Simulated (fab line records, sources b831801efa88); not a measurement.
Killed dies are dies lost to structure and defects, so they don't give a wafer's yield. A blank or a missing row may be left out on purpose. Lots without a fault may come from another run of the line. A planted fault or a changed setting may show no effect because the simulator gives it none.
fab line records | flow sky130
record lots=12 wafers=36 last_day=49
route steps=708 shown POLY_CUT@319 SD_P@331 SD_N@350 PAD_OPEN@708
lots that met no fault: from a run of the same line without faults
start_h: hours from the record's first day to the start of the lot's first wafer shown | wait_h: hours since the lot's step before | " the same as in the row above | L1.1+2: a row that stands for several wafers | - no value, or no start given | * or withheld: withheld | < > ~ a bound
route shown NAME@n: a module of which the file shows steps, and the number in the route of the first | usual: mean/standard deviation of fault-free wafers | same: alike in all rows | chamber/n: place in a boat | sites: the reading at each site | _std_site: their standard deviation | _edge_site: outer sites' mean less inner sites' | radius_mm: how far each site lies from the wafer's centre | mask NAME#n: copy n | behind: the tool/chamber that last shaped the wafer | hold: why the lot was held/for how many hours/how that ended | device: the transistor (n, p or np) that didn't switch | end of line: the same wafers' tests at the end of the route | a step without rows: its recipe alone | killed: dies lost to structure and defects at the first sort, not the wafer's yield | map: a wafer's dies, x killed, . not, _ none there
set.NAME: the setting as run; set.NAME@STEP: as run at that earlier step | model.NAME: the simulator's own value behind a step, which no gauge read
steps of the route over a sample of lots; a table a step, a row a wafer
services: from which hour (start_h, from the record's first day; less than 0 if before it) a tool's chamber was out of use, for how many hours, and why
## steps
# step SKY_POLY_CUT_STRIP_12
# recipe chemistry=O2/N2 power_w=1400 pressure_mtorr=1500 platen_temp_c=withheld o2_flow_sccm=3000 n2_flow_sccm=300 overash_fraction=0.5
# usual drypump_motor_current_A=5.9/0.35 oes_product_au=0.453/0.0049 strip_time_to_endpoint_s=5.351/0.015
# columns lot.wafer tool chamber start_h wait_h drypump_motor_current_A oes_product_au rf_hours_counter_h strip_time_to_endpoint_s
L456.1 plasma_asher-03 1 563.77 0.0 5.8 0.463 84 5.380
L456.4 " 0 " " 6.5 0.459 - 5.367
L456.5 " 1 " " 5.8 0.463 - 5.376
L457.1 plasma_asher-02 0 575.22 0.0 5.3 0.447 14 5.341
L457.2 " 1 " " 6.1 0.452 14 5.372
L457.5 " 0 " " 5.3 0.458 - 5.331
L458.2 plasma_asher-02 1 580.66 0.0 6.1 0.449 15 5.359
L458.3 " 1 " " 6.1 0.448 - 5.341
L458.5 " 1 " " 6.1 0.456 - 5.344
L460.2 plasma_asher-03 0 604.01 0.0 6.5 0.452 88 5.354
L460.3 " 0 " " 6.5 0.449 - 5.351
L460.5 " 0 " " 6.5 0.448 - 5.369
L461.1 plasma_asher-02 1 605.03 0.0 6.1 0.451 17 5.361
L461.2 " 0 " " 5.3 0.447 17 5.357
L461.4 " 1 " " 6.1 0.454 - 5.337
L462.2 plasma_asher-02 1 617.78 0.0 6.1 0.454 18 5.363
L462.3 " 1 " " 6.1 0.452 - 5.367
L462.4 " 0 " " 5.3 0.452 - 5.349
L463.2 plasma_asher-02 0 629.23 0.0 5.3 0.445 20 5.353
L463.3 " 0 " " 5.3 0.452 - 5.364
L463.6 " 0 " " 5.3 0.452 - 5.331
L465.1 plasma_asher-03 1 643.42 0.0 5.8 0.461 92 5.345
L465.2 " 0 " " 6.5 0.459 92 5.347
L465.5 " 0 " " 6.5 0.453 - 5.342
L467.3 plasma_asher-03 0 663.29 0.1 6.5 0.456 - 5.359
L467.4 " 1 " " 5.8 0.453 - 5.342
L467.6 " 1 " " 5.8 0.452 - 5.348
L468.2 plasma_asher-04 0 673.92 0.0 5.7 0.451 55 5.355
L468.4 " 0 " " 5.7 0.456 - 5.342
L468.6 " 1 " " 5.9 0.448 - 5.348
L470.4 plasma_asher-03 0 699.30 0.0 6.5 0.451 - 5.354
L470.5 " 1 " " 5.8 0.449 - 5.346
L470.6 " 0 " " 6.5 0.452 - 5.348
L472.2 plasma_asher-04 0 718.23 0.0 5.7 0.450 60 5.328
L472.3 " 0 " " 5.7 0.454 - 5.350
L472.6 " 1 " " 5.9 0.456 - 5.354
# step SKY_SD_P_TW_MEAS_11
# usual SD_P_TW=2807/23
# columns lot.wafer tool chamber start_h wait_h SD_P_TW
L456.1 film_metro-04 - 593.58 0.1 2792
L456.4 " - " " 2788
L456.5 " - " " 2784
L457.1 film_metro-04 - 604.84 0.1 2807
L457.2 " - " " 2800
L457.5 " - " " 2800
L458.2 film_metro-03 - 610.27 0.1 2866
L458.3 " - " " 2844
L458.5 " - " " 2847
L460.2 film_metro-03 - 633.45 0.1 2835
L460.3 " - " " 2827
L460.5 " - " " 2836
L461.1 film_metro-02 - 634.28 0.1 2788
L461.2 " - " " 2773
L461.4 " - " " 2776
L462.2 film_metro-02 - 646.45 0.1 2801
L462.3 " - " " 2778
L462.4 " - " " 2775
L463.2 film_metro-02 - 658.57 0.1 2799
L463.3 " - " " 2791
L463.6 " - " " 2795
L465.1 film_metro-04 - 672.74 0.1 2807
L465.2 " - " " 2806
L465.5 " - " " 2782
L467.3 film_metro-02 - 691.71 0.1 2779
L467.4 " - " " 2772
L467.6 " - " " 2805
L468.2 film_metro-04 - 701.90 0.1 2802
L468.4 " - " " 2815
L468.6 " - " " 2797
L470.4 film_metro-02 - 727.47 0.1 2781
L470.5 " - " " 2783
L470.6 " - " " 2782
L472.2 film_metro-03 - 746.40 0.1 2832
L472.3 " - " " 2828
L472.6 " - " " 2844
# step SKY_SD_N_OVL_MEAS_08
# usual SD_N_OVL=0.6/1.5
# columns lot.wafer tool chamber start_h wait_h SD_N_OVL[nm]
L456.1 overlay-02 - 652.26 0.1 1.6
L456.4 " - " " -0.9
L456.5 " - " " 1.5
L457.1 overlay-02 - 662.79 0.1 0.4
L457.2 " - " " -0.9
L457.5 " - " " -0.6
L458.2 overlay-01 - 667.38 0.1 -0.2
L458.3 " - " " 0.5
L458.5 " - " " 1.4
L460.2 overlay-02 - 689.71 0.1 2.0
L460.3 " - " " 2.9
L460.5 " - " " 1.8
L461.1 overlay-01 - 691.42 0.1 0.8
L461.2 " - " " 0.9
L461.4 " - " " 0.0
L462.2 overlay-02 - 702.03 0.1 0.5
L462.3 " - " " 0.8
L462.4 " - " " 1.8
L463.2 overlay-01 - 714.86 0.1 -0.6
L463.3 " - " " -1.7
L463.6 " - " " -1.3
L465.1 overlay-02 - 727.77 0.1 2.7
L465.2 " - " " 3.2
L465.5 " - " " 3.5
L467.3 overlay-02 - 746.40 0.1 2.6
L467.4 " - " " 1.0
L467.6 " - " " 0.7
L468.2 overlay-02 - 756.33 0.1 -0.1
L468.4 " - " " -1.5
L468.6 " - " " -0.6
L470.4 overlay-02 - 781.86 0.1 1.2
L470.5 " - " " -0.1
L470.6 " - " " -0.8
L472.2 overlay-01 - 800.05 0.1 -0.4
L472.3 " - " " 0.6
L472.6 " - " " -0.3
# step SKY_SD_N_RTA_14
# recipe temp_c=1075 time_s=2 idle_temp_c=650 ramp_up_c_per_s=150 ramp_down_c_per_s=90 ambient=N2
# usual lamp_power_pct=15.74/0.054 wafer_temp_C_max=1078.1/1.5
# columns lot.wafer tool chamber start_h wait_h lamp_power_pct wafer_temp_C_max
L456.1 rtp_anneal-02 0 652.80 0.0 15.73 1077.3
L456.4 " 0 " " 15.84 1079.0
L456.5 " 0 " " 15.76 1080.6
L457.1 rtp_anneal-01 0 663.34 0.0 15.79 1076.8
L457.2 " 0 " " 15.76 1079.3
L457.5 " 0 " " 15.74 1077.6
L458.2 rtp_anneal-02 0 667.93 0.0 15.76 1078.1
L458.3 " 0 " " 15.82 1078.1
L458.5 " 0 " " 15.65 1076.3
L460.2 rtp_anneal-02 0 690.27 0.0 15.72 1077.4
L460.3 " 0 " " 15.65 1076.7
L460.5 " 0 " " 15.73 1080.7
L461.1 rtp_anneal-01 0 691.97 0.0 15.79 1077.8
L461.2 " 0 " " 15.82 1077.8
L461.4 " 0 " " 15.77 1076.1
L462.2 rtp_anneal-02 0 702.58 0.0 15.73 1076.6
L462.3 " 0 " " 15.73 1080.2
L462.4 " 0 " " 15.68 1078.5
L463.2 rtp_anneal-01 0 715.41 0.0 15.71 1077.3
L463.3 " 0 " " 15.71 1075.2
L463.6 " 0 " " 15.89 1079.5
L465.1 rtp_anneal-01 0 728.32 0.0 15.80 1079.1
L465.2 " 0 " " 15.79 1079.3
L465.5 " 0 " " 15.71 1079.5
L467.3 rtp_anneal-01 0 746.96 0.0 15.70 1078.1
L467.4 " 0 " " 15.77 1077.6
L467.6 " 0 " " 15.66 1078.6
L468.2 rtp_anneal-02 0 756.92 0.0 15.79 1079.9
L468.4 " 0 " " 15.71 1076.9
L468.6 " 0 " " 15.70 1078.3
L470.4 rtp_anneal-01 0 782.41 0.0 15.85 1091.7
L470.5 " 0 " " 15.78 1090.5
L470.6 " 0 " " 15.87 1087.0
L472.2 rtp_anneal-01 0 800.65 0.0 15.84 1088.8
L472.3 " 0 " " 15.86 1087.3
L472.6 " 0 " " 15.88 1088.0
# step SKY_SD_N_RS_MEAS_16
# recipe thk_meas_gauge=four-point-probe
# usual SD_N_RS=68.54/0.13
# columns lot.wafer tool chamber start_h wait_h SD_N_RS[ohm/sq]
L456.1 film_metro-04 - 652.98 0.1 68.65
L456.4 " - " " 68.68
L456.5 " - " " 68.56
L457.1 film_metro-02 - 663.51 0.1 68.72
L457.2 " - " " 68.60
L457.5 " - " " 68.77
L458.2 film_metro-04 - 668.12 0.1 68.68
L458.3 " - " " 68.57
L458.5 " - " " 68.49
L460.2 film_metro-04 - 690.45 0.1 68.67
L460.3 " - " " 68.80
L460.5 " - " " 68.67
L461.1 film_metro-03 - 692.14 0.1 68.45
L461.2 " - " " 68.39
L461.4 " - " " 68.58
L462.2 film_metro-04 - 702.77 0.1 68.40
L462.3 " - " " 68.36
L462.4 " - " " 68.41
L463.2 film_metro-03 - 715.60 0.1 68.32
L463.3 " - " " 68.33
L463.6 " - " " 68.50
L465.1 film_metro-03 - 728.49 0.1 68.41
L465.2 " - " " 68.27
L465.5 " - " " 68.51
L467.3 film_metro-04 - 747.16 0.1 68.59
L467.4 " - " " 68.55
L467.6 " - " " 68.58
L468.2 film_metro-02 - 757.10 0.1 68.57
L468.4 " - " " 68.60
L468.6 " - " " 68.57
L470.4 film_metro-02 - 782.62 0.1 66.78
L470.5 " - " " 66.80
L470.6 " - " " 66.86
L472.2 film_metro-02 - 800.83 0.1 66.57
L472.3 " - " " 66.60
L472.6 " - " " 66.79
# step SKY_SD_N_RS_MEAS_17
# recipe thk_meas_gauge=four-point-probe
# usual SD_P_RS=147.0/0.41
# columns lot.wafer tool chamber start_h wait_h SD_P_RS[ohm/sq]
L456.1 film_metro-04 - 653.10 0.1 147.2
L456.4 " - " " 146.9
L456.5 " - " " 146.7
L457.1 film_metro-02 - 663.63 0.1 147.6
L457.2 " - " " 147.5
L457.5 " - " " 146.9
L458.2 film_metro-04 - 668.24 0.1 147.1
L458.3 " - " " 147.0
L458.5 " - " " 146.8
L460.2 film_metro-04 - 690.57 0.1 147.6
L460.3 " - " " 147.9
L460.5 " - " " 147.5
L461.1 film_metro-03 - 692.26 0.1 146.8
L461.2 " - " " 146.5
L461.4 " - " " 146.8
L462.2 film_metro-04 - 702.89 0.1 147.0
L462.3 " - " " 146.7
L462.4 " - " " 146.7
L463.2 film_metro-03 - 715.72 0.1 147.0
L463.3 " - " " 146.7
L463.6 " - " " 146.7
L465.1 film_metro-03 - 728.61 0.1 146.8
L465.2 " - " " 146.5
L465.5 " - " " 147.0
L467.3 film_metro-04 - 747.28 0.1 146.9
L467.4 " - " " 146.8
L467.6 " - " " 146.8
L468.2 film_metro-02 - 757.22 0.1 146.9
L468.4 " - " " 147.4
L468.6 " - " " 147.0
L470.4 film_metro-02 - 782.74 0.1 138.1
L470.5 " - " " 138.1
L470.6 " - " " 138.4
L472.2 film_metro-02 - 800.95 0.1 137.6
L472.3 " - " " 137.4
L472.6 " - " " 137.9
# step SKY_PAD_OPEN_PROBE_99
# usual killed_at_M0_to_M3=42/6.4 killed_at_M4_up=3.0/2 killed_at_contacts=24/5.2 killed_at_front_end=14/4.2 killed_at_other=0.4/0.72 killed_dies=84/9 killed_open=46/6.6 killed_short=38/6
# same gross_dies=492 killed_at_back_side=0
# columns lot.wafer tool chamber start_h wait_h killed_at_M0_to_M3 killed_at_M4_up killed_at_contacts killed_at_front_end killed_at_other killed_dies killed_open killed_short
L456.1 prober-02 - 1081.15 0.1 34 2 28 15 1 80 47 32
L456.4 prober-02 - 1081.30 0.2 36 2 17 7 0 62 37 25
L456.5 prober-02 - 1081.35 0.2 44 1 26 21 0 92 54 37
L462.2 prober-02 - 1118.31 0.1 39 2 29 16 0 86 45 40
L462.3 prober-02 - 1118.36 0.2 39 1 17 13 0 70 43 27
L462.4 prober-02 - 1118.41 0.2 41 3 20 16 0 80 35 45
L470.4 prober-02 - 1172.66 0.2 37 3 39 18 0 97 55 41
L470.5 prober-02 - 1172.71 0.2 43 2 18 15 1 79 48 31
L470.6 prober-02 - 1172.76 0.2 52 4 24 17 1 98 49 49
# killed by level:class
L456.1 CONTACT:geometric_particle:open=11 LI_CONTACT:geometric_particle:open=8 VIA1:geometric_particle:open=8 METAL2:geometric_particle:short=6 VIA3:geometric_particle:open=6 LI_CONTACT:geometric_particle:short=5 POLY_GATE:geometric_particle:short=4 VIA3:geometric_particle:short=4
L456.4 VIA1:geometric_particle:open=11 CONTACT:geometric_particle:open=8 VIA3:geometric_particle:open=8 VIA1:geometric_particle:short=5 POLY_GATE:geometric_particle:open=3 LI_CONTACT:geometric_particle:short=3 CONTACT:geometric_particle:short=3 VIA3:geometric_particle:short=3
L456.5 VIA1:geometric_particle:open=17 LI_CONTACT:geometric_particle:open=10 CONTACT:geometric_particle:open=8 VIA1:geometric_particle:short=7 FIELD_ISO:geometric_particle:short=6 VIA3:geometric_particle:open=6 METAL2:geometric_particle:short=5 FIELD_ISO:geometric_particle:open=4
L462.2 CONTACT:geometric_particle:open=11 VIA1:geometric_particle:open=7 LI_CONTACT:geometric_particle:open=7 CONTACT:geometric_particle:short=7 METAL1:geometric_particle:short=6 FIELD_ISO:geometric_particle:open=4 METAL2:geometric_particle:short=4 VIA1:geometric_particle:short=4
L462.3 CONTACT:geometric_particle:open=11 VIA1:geometric_particle:open=11 METAL2:geometric_particle:short=8 FIELD_ISO:geometric_particle:open=4 METAL1:geometric_particle:short=4 VIA1:geometric_particle:short=4 VIA3:geometric_particle:open=4 POLY_GATE:geometric_particle:open=3
L462.4 VIA1:geometric_particle:open=10 METAL2:geometric_particle:short=8 FIELD_ISO:geometric_particle:short=6 CONTACT:geometric_particle:open=6 VIA2:geometric_particle:open=6 POLY_GATE:geometric_particle:short=5 VIA3:geometric_particle:short=5 LI_CONTACT:geometric_particle:open=4
L470.4 CONTACT:geometric_particle:open=16 VIA1:geometric_particle:open=14 LI_CONTACT:geometric_particle:short=7 LOCAL_INTERCONNECT:geometric_particle:short=7 VIA2:geometric_particle:open=6 LI_CONTACT:geometric_particle:open=5 FIELD_ISO:geometric_particle:short=4 POLY_GATE:geometric_particle:short=4
L470.5 VIA2:geometric_particle:open=11 VIA1:geometric_particle:open=9 VIA3:geometric_particle:open=8 CONTACT:geometric_particle:open=6 FIELD_ISO:geometric_particle:short=5 VIA1:geometric_particle:short=5 CONTACT:geometric_particle:short=4 LI_CONTACT:geometric_particle:open=4
L470.6 VIA1:geometric_particle:open=11 METAL2:geometric_particle:short=9 FIELD_ISO:geometric_particle:short=8 LI_CONTACT:geometric_particle:open=8 VIA2:geometric_particle:open=7 VIA1:geometric_particle:short=6 CONTACT:geometric_particle:short=5 POLY_GATE:geometric_particle:open=4
## services
# columns tool chamber start_h hours kind
rtp_anneal-01 - 581.66 4.6 pm
plasma_asher-04 - 595.33 1.9 repair
plasma_asher-04 - 616.86 3.0 repair
plasma_asher-03 - 733.75 9.0 pm
plasma_asher-03 0 733.75 9.0 vent_cycle
plasma_asher-03 1 733.75 9.0 vent_cycle
plasma_asher-03 0 742.75 - clean
plasma_asher-03 1 742.75 - clean
plasma_asher-02 - 745.85 2.8 pm
plasma_asher-04 - 764.56 15.6 pm
## key
first_sign step=SKY_SD_N_RTA_14 reading=wafer_temp_C_max direction=up sigmas=7.4 usual=* struck=*
effect step=SKY_SD_N_RTA_14 reading=lamp_power_pct direction=up sigmas=1.9 usual=15.74 struck=15.85
effect step=SKY_SD_N_RS_MEAS_16 reading=SD_N_RS direction=down sigmas=14 usual=68.54 struck=66.73
effect step=SKY_SD_N_RS_MEAS_17 reading=SD_P_RS direction=down sigmas=22 usual=147.0 struck=137.9
met_at SKY_SD_N_RTA_14
struck_lots L470,L472
tester_left_out L470,L472
not_acting_at SKY_POLY_CUT_STRIP_12,SKY_SD_P_TW_MEAS_11,SKY_SD_N_OVL_MEAS_08
onset_between 746.96 782.41
fault kind=process_parameter_drift tool=rtp_anneal-01 chamber=- onset_h=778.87 steps=SKY_SD_N_RTA_14 channel=temp_c offset=* shape=step end_h=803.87 acts_in=* stated=*
# tester_left_out: of these lots the tester's yield and bins aren't shown, on N5 and GAA mostly nor the transistor test; their killed dies are dies lost to structure and defects alone, not to doping, threshold or leakage, so they don't give the yield
